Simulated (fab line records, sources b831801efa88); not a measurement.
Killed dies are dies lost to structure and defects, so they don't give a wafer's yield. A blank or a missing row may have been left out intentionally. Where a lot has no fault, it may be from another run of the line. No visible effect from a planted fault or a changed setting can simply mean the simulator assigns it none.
fab line records / flow sky130
record: lots: 6 wafers: 18 lastDay: 50
route steps=708 shown GATE_OXIDE@199 POLY_GATE@204 RES_PROTECT@206
lots that met no fault: from a run of the same line without faults
startH: hours from the record's opening day to when the first of the lot's shown wafers began / waitH: how many hours have passed since the lot's step before this one / " the same as in the row above / L1.1+2: one row covering several wafers at once / - no value, or no start given / * or withheld: withheld / < > ~ a bound
route shown NAME@n: a module of which the file shows steps, and the number in the route of the first / usual: mean and standard deviation over wafers with no fault / same: alike in all rows / chamber/n: place in a boat / sites: readings site by site / _std_site: their standard deviation / _edge_site: outer sites' mean less inner sites' / radiusMm: for every site, how far away it sits from the centre of the wafer / mask NAME#n: copy n / behind: the tool/chamber that last shaped the wafer / hold: reason for holding the lot/hours on hold/outcome of the hold / device: the transistor (n, p or np) that didn't switch / end of line: tests of these same wafers at the route's end / step lacking rows: just its recipe / killed: at the first sort, the dies lost to defects and structure; wafer yield is something else / map: per-die view of a wafer (x killed, . not killed, _ where there is no die)
set.NAME: setting as actually run; set.NAME@STEP: the setting as run at that earlier step / model.NAME: the simulator's own value behind a step, which no gauge read
lots seen at some steps along the route; tables by step, rows by wafer
services: from which hour (startH, from the record's first day; less than 0 if before it) a tool's chamber was out of use, for how many hours, and why
== steps ==
step: SKY_GATE_OXIDE_WET_ETCH_12
recipe: chemistry: dHF targetDepthNm: 16.8 dry: n2Spin target: SiO2 dilution: 100:1 tempC: 25 timeS: 336
step: SKY_GATE_OXIDE_STRIP_13
recipe: chemistry: O2/N2 powerW: 1400 pressureMtorr: 1500 platenTempC: withheld o2FlowSccm: 3000 n2FlowSccm: 300 overashFraction: 0.5
usual: drypumpMotorCurrentA: 6.0/0.48 oesProductAu: 0.715/0.0044 stripTimeToEndpointS: 14.19/0.036
same: overashFraction: 0.5
lot.wafer=L831.1 tool=plasmaAsher-01 chamber=1 startH=353.04 waitH=0.0 drypumpMotorCurrentA=6.4 oesProductAu=0.716 rfHoursCounterH=24 stripTimeToEndpointS=14.20
lot.wafer=L831.2 tool=plasmaAsher-01 chamber=0 startH=353.04 waitH=0.0 drypumpMotorCurrentA=5.5 oesProductAu=0.716 rfHoursCounterH=24 stripTimeToEndpointS=14.22
lot.wafer=L831.6 tool=plasmaAsher-01 chamber=0 startH=353.04 waitH=0.0 drypumpMotorCurrentA=5.5 oesProductAu=0.714 rfHoursCounterH=- stripTimeToEndpointS=14.23
lot.wafer=L832.3 tool=plasmaAsher-01 chamber=1 startH=363.70 waitH=0.0 drypumpMotorCurrentA=6.4 oesProductAu=0.713 rfHoursCounterH=- stripTimeToEndpointS=14.16
lot.wafer=L832.4 tool=plasmaAsher-01 chamber=0 startH=363.70 waitH=0.0 drypumpMotorCurrentA=5.5 oesProductAu=0.712 rfHoursCounterH=- stripTimeToEndpointS=14.17
lot.wafer=L832.5 tool=plasmaAsher-01 chamber=1 startH=363.70 waitH=0.0 drypumpMotorCurrentA=6.4 oesProductAu=0.704 rfHoursCounterH=- stripTimeToEndpointS=14.23
lot.wafer=L838.1 tool=plasmaAsher-02 chamber=1 startH=415.63 waitH=0.0 drypumpMotorCurrentA=6.5 oesProductAu=0.720 rfHoursCounterH=72 stripTimeToEndpointS=14.21
lot.wafer=L838.2 tool=plasmaAsher-02 chamber=0 startH=415.63 waitH=0.0 drypumpMotorCurrentA=5.4 oesProductAu=0.707 rfHoursCounterH=72 stripTimeToEndpointS=14.22
lot.wafer=L838.4 tool=plasmaAsher-02 chamber=1 startH=415.63 waitH=0.0 drypumpMotorCurrentA=6.5 oesProductAu=0.713 rfHoursCounterH=- stripTimeToEndpointS=14.16
lot.wafer=L846.2 tool=plasmaAsher-02 chamber=0 startH=503.03 waitH=0.0 drypumpMotorCurrentA=5.4 oesProductAu=0.712 rfHoursCounterH=81 stripTimeToEndpointS=14.18
lot.wafer=L846.3 tool=plasmaAsher-02 chamber=0 startH=503.03 waitH=0.0 drypumpMotorCurrentA=5.4 oesProductAu=0.713 rfHoursCounterH=- stripTimeToEndpointS=14.18
lot.wafer=L846.6 tool=plasmaAsher-02 chamber=0 startH=503.03 waitH=0.0 drypumpMotorCurrentA=5.4 oesProductAu=0.721 rfHoursCounterH=- stripTimeToEndpointS=14.20
lot.wafer=L848.2 tool=plasmaAsher-02 chamber=1 startH=505.39 waitH=0.0 drypumpMotorCurrentA=6.4 oesProductAu=0.714 rfHoursCounterH=81 stripTimeToEndpointS=14.19
lot.wafer=L848.4 tool=plasmaAsher-02 chamber=0 startH=505.39 waitH=0.0 drypumpMotorCurrentA=5.4 oesProductAu=0.717 rfHoursCounterH=- stripTimeToEndpointS=14.20
lot.wafer=L848.6 tool=plasmaAsher-02 chamber=1 startH=505.39 waitH=0.0 drypumpMotorCurrentA=6.5 oesProductAu=0.721 rfHoursCounterH=- stripTimeToEndpointS=14.24
lot.wafer=L847.1 tool=plasmaAsher-02 chamber=0 startH=511.22 waitH=0.0 drypumpMotorCurrentA=5.5 oesProductAu=0.721 rfHoursCounterH=82 stripTimeToEndpointS=14.18
lot.wafer=L847.2 tool=plasmaAsher-02 chamber=1 startH=511.22 waitH=0.0 drypumpMotorCurrentA=6.4 oesProductAu=0.713 rfHoursCounterH=82 stripTimeToEndpointS=14.14
lot.wafer=L847.6 tool=plasmaAsher-02 chamber=0 startH=511.22 waitH=0.0 drypumpMotorCurrentA=5.4 oesProductAu=0.718 rfHoursCounterH=- stripTimeToEndpointS=14.18
step: SKY_GATE_OXIDE_TW_MEAS_14
usual: GATE_OXIDE_TW: 223.7/1.1
lot.wafer=L831.1 tool=filmMetro-01 chamber=- startH=353.14 waitH=0.1 GATE_OXIDE_TW=222.6
lot.wafer=L831.2 tool=filmMetro-01 chamber=- startH=353.14 waitH=0.1 GATE_OXIDE_TW=223.2
lot.wafer=L831.6 tool=filmMetro-01 chamber=- startH=353.14 waitH=0.1 GATE_OXIDE_TW=224.0
lot.wafer=L832.3 tool=filmMetro-01 chamber=- startH=363.78 waitH=0.1 GATE_OXIDE_TW=223.1
lot.wafer=L832.4 tool=filmMetro-01 chamber=- startH=363.78 waitH=0.1 GATE_OXIDE_TW=223.8
lot.wafer=L832.5 tool=filmMetro-01 chamber=- startH=363.78 waitH=0.1 GATE_OXIDE_TW=224.7
lot.wafer=L838.1 tool=filmMetro-03 chamber=- startH=415.73 waitH=0.1 GATE_OXIDE_TW=223.5
lot.wafer=L838.2 tool=filmMetro-03 chamber=- startH=415.73 waitH=0.1 GATE_OXIDE_TW=225.3
lot.wafer=L838.4 tool=filmMetro-03 chamber=- startH=415.73 waitH=0.1 GATE_OXIDE_TW=224.5
lot.wafer=L846.2 tool=filmMetro-01 chamber=- startH=503.14 waitH=0.1 GATE_OXIDE_TW=222.0
lot.wafer=L846.3 tool=filmMetro-01 chamber=- startH=503.14 waitH=0.1 GATE_OXIDE_TW=223.1
lot.wafer=L846.6 tool=filmMetro-01 chamber=- startH=503.14 waitH=0.1 GATE_OXIDE_TW=223.6
lot.wafer=L848.2 tool=filmMetro-01 chamber=- startH=505.50 waitH=0.1 GATE_OXIDE_TW=222.8
lot.wafer=L848.4 tool=filmMetro-01 chamber=- startH=505.50 waitH=0.1 GATE_OXIDE_TW=223.4
lot.wafer=L848.6 tool=filmMetro-01 chamber=- startH=505.50 waitH=0.1 GATE_OXIDE_TW=223.7
lot.wafer=L847.1 tool=filmMetro-04 chamber=- startH=511.32 waitH=0.1 GATE_OXIDE_TW=224.0
lot.wafer=L847.2 tool=filmMetro-04 chamber=- startH=511.32 waitH=0.1 GATE_OXIDE_TW=225.6
lot.wafer=L847.6 tool=filmMetro-04 chamber=- startH=511.32 waitH=0.1 GATE_OXIDE_TW=224.4
step: SKY_GATE_OXIDE_CLEAN_15
recipe: chemistry: SC1/SC2 mix: 1:4:20 tempC: 70 timeS: 150 dry: n2Spin
step: SKY_GATE_OXIDE_OXIDATION_16
recipe: tempC: 800 ambient: O2 idleTempC: 700 rampUpCPerMin: 10 rampDownCPerMin: 3 stabiliseS: 600 purgeS: 300 targetThkA: 35.7 oxTimeS: 1915
step: SKY_POLY_GATE_CVD_00
recipe: material: poly-Si targetThkNm: 180 tempC: 620 timeS: 720 pressureMtorr: 200
step: SKY_POLY_GATE_THK_MEAS_01
recipe: reads: poly-Si_of_POLY_GATE_CVD_00
usual: POLY_GATE_CVD_00_THK: 180.1/1.7
lot.wafer=L831.1 tool=filmMetro-04 chamber=- startH=355.98 waitH=0.0 POLY_GATE_CVD_00_THK[nm]=180.1
lot.wafer=L831.2 tool=filmMetro-04 chamber=- startH=355.98 waitH=0.0 POLY_GATE_CVD_00_THK[nm]=181.8
lot.wafer=L831.6 tool=filmMetro-04 chamber=- startH=355.98 waitH=0.0 POLY_GATE_CVD_00_THK[nm]=181.5
lot.wafer=L832.3 tool=filmMetro-04 chamber=- startH=366.70 waitH=0.0 POLY_GATE_CVD_00_THK[nm]=179.8
lot.wafer=L832.4 tool=filmMetro-04 chamber=- startH=366.70 waitH=0.0 POLY_GATE_CVD_00_THK[nm]=182.4
lot.wafer=L832.5 tool=filmMetro-04 chamber=- startH=366.70 waitH=0.0 POLY_GATE_CVD_00_THK[nm]=181.7
lot.wafer=L838.1 tool=filmMetro-02 chamber=- startH=418.58 waitH=0.0 POLY_GATE_CVD_00_THK[nm]=182.0
lot.wafer=L838.2 tool=filmMetro-02 chamber=- startH=418.58 waitH=0.0 POLY_GATE_CVD_00_THK[nm]=180.7
lot.wafer=L838.4 tool=filmMetro-02 chamber=- startH=418.58 waitH=0.0 POLY_GATE_CVD_00_THK[nm]=181.2
lot.wafer=L846.2 tool=filmMetro-04 chamber=- startH=505.99 waitH=0.0 POLY_GATE_CVD_00_THK[nm]=179.7
lot.wafer=L846.3 tool=filmMetro-04 chamber=- startH=505.99 waitH=0.0 POLY_GATE_CVD_00_THK[nm]=179.7
lot.wafer=L846.6 tool=filmMetro-04 chamber=- startH=505.99 waitH=0.0 POLY_GATE_CVD_00_THK[nm]=181.3
lot.wafer=L848.2 tool=filmMetro-01 chamber=- startH=508.34 waitH=0.0 POLY_GATE_CVD_00_THK[nm]=180.5
lot.wafer=L848.4 tool=filmMetro-01 chamber=- startH=508.34 waitH=0.0 POLY_GATE_CVD_00_THK[nm]=179.3
lot.wafer=L848.6 tool=filmMetro-01 chamber=- startH=508.34 waitH=0.0 POLY_GATE_CVD_00_THK[nm]=180.3
lot.wafer=L847.1 tool=filmMetro-02 chamber=- startH=514.16 waitH=0.0 POLY_GATE_CVD_00_THK[nm]=178.5
lot.wafer=L847.2 tool=filmMetro-02 chamber=- startH=514.16 waitH=0.0 POLY_GATE_CVD_00_THK[nm]=178.2
lot.wafer=L847.6 tool=filmMetro-02 chamber=- startH=514.16 waitH=0.0 POLY_GATE_CVD_00_THK[nm]=178.1
step: SKY_RES_PROTECT_DEHYDRATE_00
recipe: tempC: 200 timeS: 60
step: SKY_RES_PROTECT_HMDS_01
recipe: primeTimeS: 60 primeTempC: 120
step: SKY_RES_PROTECT_COAT_02
recipe: resist: NOVOLAK spinRpm: 3000 resistThkNm: 1140
step: SKY_RES_PROTECT_SOFTBAKE_03
recipe: tempC: 88.9 timeS: 60 resist: NOVOLAK
step: SKY_RES_PROTECT_EXPOSE_04
recipe: maskId: RPM na: 0.6 sourceShape: conventional sigmaOuter: 0.6 polarization: unpolarized targetCdNm: 1270 doseMj: 131
step: SKY_RES_PROTECT_PEB_05
recipe: tempC: withheld timeS: * resist: NOVOLAK
usual: chillPlateTempC: * exhaustPa: 45.0/0.92
lot.wafer=L831.1 tool=lithoTrack-02 chamber=0 startH=383.62 waitH=- chillPlateTempC=* exhaustPa=45.9
lot.wafer=L831.2 tool=lithoTrack-02 chamber=0 startH=383.62 waitH=- chillPlateTempC=* exhaustPa=45.5
lot.wafer=L831.6 tool=lithoTrack-02 chamber=0 startH=383.62 waitH=- chillPlateTempC=* exhaustPa=45.3
lot.wafer=L832.3 tool=lithoTrack-03 chamber=0 startH=393.44 waitH=- chillPlateTempC=* exhaustPa=45.8
lot.wafer=L832.4 tool=lithoTrack-03 chamber=0 startH=393.44 waitH=- chillPlateTempC=* exhaustPa=44.2
lot.wafer=L832.5 tool=lithoTrack-03 chamber=0 startH=393.44 waitH=- chillPlateTempC=* exhaustPa=44.4
lot.wafer=L838.1 tool=lithoTrack-03 chamber=0 startH=449.09 waitH=- chillPlateTempC=* exhaustPa=46.7
lot.wafer=L838.2 tool=lithoTrack-03 chamber=0 startH=449.09 waitH=- chillPlateTempC=* exhaustPa=45.3
lot.wafer=L838.4 tool=lithoTrack-03 chamber=0 startH=449.09 waitH=- chillPlateTempC=* exhaustPa=46.7
lot.wafer=L846.2 tool=lithoTrack-02 chamber=- startH=536.04 waitH=- chillPlateTempC=- exhaustPa=-
lot.wafer=L846.3 tool=lithoTrack-02 chamber=- startH=536.04 waitH=- chillPlateTempC=- exhaustPa=-
lot.wafer=L846.6 tool=lithoTrack-02 chamber=- startH=536.04 waitH=- chillPlateTempC=- exhaustPa=-
lot.wafer=L848.2 tool=lithoTrack-02 chamber=0 startH=538.34 waitH=- chillPlateTempC=* exhaustPa=45.0
lot.wafer=L848.4 tool=lithoTrack-02 chamber=0 startH=538.34 waitH=- chillPlateTempC=* exhaustPa=44.3
lot.wafer=L848.6 tool=lithoTrack-02 chamber=0 startH=538.34 waitH=- chillPlateTempC=* exhaustPa=45.5
lot.wafer=L847.1 tool=lithoTrack-03 chamber=- startH=543.43 waitH=- chillPlateTempC=- exhaustPa=-
lot.wafer=L847.2 tool=lithoTrack-03 chamber=- startH=543.43 waitH=- chillPlateTempC=- exhaustPa=-
lot.wafer=L847.6 tool=lithoTrack-03 chamber=- startH=543.43 waitH=- chillPlateTempC=- exhaustPa=-
step: SKY_RES_PROTECT_DEVELOP_06
recipe: resist: NOVOLAK developer: TMAH developTimeS: 60 devTempC: 23
== services ==
tool=plasmaAsher-02 chamber=- startH=338.39 hours=8.6 kind=repair
tool=plasmaAsher-01 chamber=- startH=341.42 hours=1.0 kind=repair
tool=plasmaAsher-02 chamber=- startH=370.82 hours=0.4 kind=repair
tool=plasmaAsher-02 chamber=- startH=380.90 hours=2.1 kind=repair
tool=plasmaAsher-02 chamber=- startH=475.71 hours=2.8 kind=repair
tool=plasmaAsher-02 chamber=- startH=532.22 hours=3.3 kind=repair
== key ==
firstSign: step: SKY_RES_PROTECT_PEB_05 reading: toolRecord direction: missing
effect none on later readings
metAt SKY_RES_PROTECT_PEB_05
struckWafers L846.2,L846.3,L846.6,L847.1,L847.2,L847.6
sortLeftOut L846.2,L846.3,L846.6,L847.1,L847.2,L847.6
testerLeftOut L846,L847
onsetBetween 449.09 536.04
fault: kind: skippedStepWhole tool: lithoTrack-02,lithoTrack-03 chamber: - onsetH: 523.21 steps: SKY_RES_PROTECT_PEB_05 scope: struckLotsOnly
testerLeftOut: of these lots the tester's yield and bins aren't shown, on N5 and GAA mostly nor the transistor test; their killed dies are dies lost to structure and defects alone, not to doping, threshold or leakage, so they don't give the yield
sortLeftOut: the simulated sort isn't trusted on such a fault, so these wafers' sort isn't shown, and their yield isn't known
